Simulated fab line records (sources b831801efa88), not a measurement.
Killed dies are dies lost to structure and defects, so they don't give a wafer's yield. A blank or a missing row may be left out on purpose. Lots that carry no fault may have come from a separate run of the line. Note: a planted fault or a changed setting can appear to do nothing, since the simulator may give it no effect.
What tool caused it? / flow gf180mcu / 6 lots, 17 wafers sampled, at 2 steps of a route of 602

WHAT THE GAUGES READ, wafer by wafer
GF_TOP_METAL_RS_MEAS_05: measurement is done with a four-point probe.
lot=L828; measured=day 27 14:59; on=filmMetro-02; TOP_METAL_ALCU_RS (ohm/sq)=0.0324 0.0331 0.0333
lot=L831; measured=day 28 17:20; on=filmMetro-04; TOP_METAL_ALCU_RS (ohm/sq)=0.0331 0.0330 0.0326
lot=L834; measured=day 29 13:13; on=filmMetro-04; TOP_METAL_ALCU_RS (ohm/sq)=0.0333 0.0332 0.0328
lot=L836; measured=day 30 01:06; on=filmMetro-02; TOP_METAL_ALCU_RS (ohm/sq)=0.0324 0.0328 0.0319
lot=L842; measured=day 31 14:52; on=filmMetro-01; TOP_METAL_ALCU_RS (ohm/sq)=0.0318 0.0321
lot=L846; measured=day 32 16:55; on=filmMetro-02; TOP_METAL_ALCU_RS (ohm/sq)=0.0316 0.0325 0.0317

TOOL THAT RAN EACH LOT (tool first, then ch and the chambers of the sampled wafers, then the start)
lot=L828; GF_TOP_METAL_SPUTTER_03=pvdSputter-02, day 27 14:56
lot=L831; GF_TOP_METAL_SPUTTER_03=pvdSputter-04, day 28 17:14
lot=L834; GF_TOP_METAL_SPUTTER_03=pvdSputter-02, day 29 13:11
lot=L836; GF_TOP_METAL_SPUTTER_03=pvdSputter-01, day 30 01:02
lot=L842; GF_TOP_METAL_SPUTTER_03=pvdSputter-04, day 31 14:47
lot=L846; GF_TOP_METAL_SPUTTER_03=pvdSputter-01, day 32 16:50
- GF_TOP_METAL_SPUTTER_03: material Ti, target thk 5 nm, time 3.3 s.

THE ANSWER, worked out from the rows above alone
Rule: the usual values come from the lots themselves. The widest of any qualifying gaps counts: lots, ordered by their means at a reading, are off when they make up no more than a third of the lots, leave a main group of 4 or more, and stand apart from it by 3 or more times the standard deviation of that group's means. A main group whose means are all the same, to the digits that the tables above print for the reading, isn't used. Also off: a lot with no number at a reading for which 4 or more lots have one. All remaining lots with rows at the step are treated as sound.
No lot is off on any of the readings shown, so nothing can be concluded from this.

WHAT THE SIMULATOR HAD INSERTED
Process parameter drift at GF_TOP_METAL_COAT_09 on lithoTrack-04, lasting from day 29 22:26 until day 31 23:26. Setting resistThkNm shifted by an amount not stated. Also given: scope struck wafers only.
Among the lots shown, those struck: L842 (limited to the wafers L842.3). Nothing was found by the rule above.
